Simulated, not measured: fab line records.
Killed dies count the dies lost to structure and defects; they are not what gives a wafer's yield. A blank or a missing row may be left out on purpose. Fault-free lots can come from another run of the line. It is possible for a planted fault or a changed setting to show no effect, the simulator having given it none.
Split-lot study -- flow sfq-line -- 5 lots, 23 wafers read, on a route of 325 steps

## ON THE SPLIT
At SFQ_TRILAYER_M4_DEP_SPUTTER_091 (material Nb, target thk 200 nm, time 133.3 s), the setting power-w was moved away from the recipe's 2000 W on 7 of the 23 wafers read, by -5.3% to +9.4%. The other wafers ran this setting at the recipe's value.

## FROM THE SPLIT TO THE READING: what the file shows between them, 3 steps
- SFQ_M4_RS_MEAS_924: measures by four-point-probe
- SFQ_TRILAYER_M4_LITHO_COAT_093: resist thk 600 nm (also split here: spin-rpm)
- SFQ_TRILAYER_M4_BARC_OPEN_METAL_ETCH_123: etches BARC in O2, target depth 125 nm, time 41.7 s (also split here: pressure-mtorr)

## THE READING
oes-product-au, in a.u., at SFQ_TRILAYER_M4_ETCH_METAL_ETCH_096 (etches Nb in Cl2/Ar, stops on SiO2, target depth 240 nm, time 120 s). On this fab line, fault-free wafers typically give 0.891 a.u. with a standard deviation of 0.0077 a.u.

wafer,"tool, chamber at the split","power-w as run, W",against the recipe,"oes-product-au, a.u.",against lot-mates on the recipe
L074.1,"pvd-sputter-06, -",2000,recipe,0.891,-
L074.2,"pvd-sputter-06, -",2000,recipe,0.902,-
L074.3,"pvd-sputter-06, -",2000,recipe,0.893,-
L074.5,"pvd-sputter-06, -",2000,recipe,0.895,-
L074.6,"pvd-sputter-06, -",2000,recipe,0.901,-
L078.1,"pvd-sputter-03, -",2000,recipe,0.886,-
L078.3,"pvd-sputter-03, -",2000,recipe,0.894,-
L078.4,"pvd-sputter-03, -",1894,-5.3%,0.879,-0.011
L078.5,"pvd-sputter-03, -",1894,-5.3%,0.859,-0.031
L078.6,"pvd-sputter-03, -",1894,-5.3%,0.878,-0.012
L079.1,"pvd-sputter-03, -",2000,recipe,0.889,-
L079.2,"pvd-sputter-03, -",2000,recipe,0.883,-
L079.4,"pvd-sputter-03, -",2000,recipe,0.887,-
L082.1,"pvd-sputter-06, -",2170,+8.5%,0.930,+0.037
L082.2,"pvd-sputter-06, -",2170,+8.5%,0.942,+0.049
L082.3,"pvd-sputter-06, -",2000,recipe,0.896,-
L082.5,"pvd-sputter-06, -",2000,recipe,0.887,-
L082.6,"pvd-sputter-06, -",2000,recipe,0.895,-
L083.1,"pvd-sputter-03, -",2188,+9.4%,0.922,+0.037
L083.2,"pvd-sputter-03, -",2000,recipe,0.876,-
L083.4,"pvd-sputter-03, -",2188,+9.4%,0.933,+0.048
L083.5,"pvd-sputter-03, -",2000,recipe,0.887,-
L083.6,"pvd-sputter-03, -",2000,recipe,0.893,-

THE FIT
A straight line over all 23 wafers: oes-product-au changes by +0.00428 a.u. for each +1% of power-w; r = +0.92; the points scatter about the line by 0.0077 a.u.
The same after taking each lot's own level away (the mean of its wafers on the recipe; 23 wafers): +0.00442 a.u. for each +1%; r = +0.95; scatter 0.0064 a.u.
Per that fit: largest power-w move, reading shift of 0.042 a.u.
Across the lots, their own levels run from 0.8853 to 0.8964 a.u., a range of 1.4 times the standard deviation given above.
Hence the lot-to-lot level has little effect on the slope; both slopes agree.
Check: for one of the wafers moved furthest among these (+9.4%), held out of the fit, the line's prediction against its lot-mates is +0.0446 a.u. Against them it came out at +0.0367 a.u.

## ADDITIONAL SPLITS CARRIED BY THESE WAFERS
These wafers also went through other splits before the reading. Each is held against what the fit with the lots' levels taken away leaves over:
other split on the same wafers,wafers away from the commonest value,r with oes-product-au (lot level and that fit taken away)
SFQ_TRILAYER_M4_LITHO_COAT_093 spin-rpm,11,+0.00
SFQ_TRILAYER_M4_BARC_OPEN_METAL_ETCH_123 pressure-mtorr,10,+0.03

## THE WHOLE CHAIN: every reading that the file lists as answering this split, in the file's order
step,what it does,reading,change (the file's fit),r (the file's)
SFQ_TRILAYER_M4_DEP_SPUTTER_091,"material Nb, target thk 200 nm, time 133.3 s","Nb_of_TRILAYER_M4_DEP_SPUTTER_091.thk-nm (the simulator's own value, which no gauge read)",+1.9 nm for each +1% of the setting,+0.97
SFQ_M4_RS_MEAS_924,measures by four-point-probe,M4_NB_RS,-0.008 for each +1% of the setting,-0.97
SFQ_TRILAYER_M4_ETCH_METAL_ETCH_096,"etches Nb in Cl2/Ar, stops on SiO2, target depth 240 nm, time 120 s",oes-product-au,+0.00458 a.u. for each +1% of the setting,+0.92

## THE FILE'S OWN FIT
oes-product-au changes by +0.00458 a.u. for each +1% of power-w, r = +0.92.
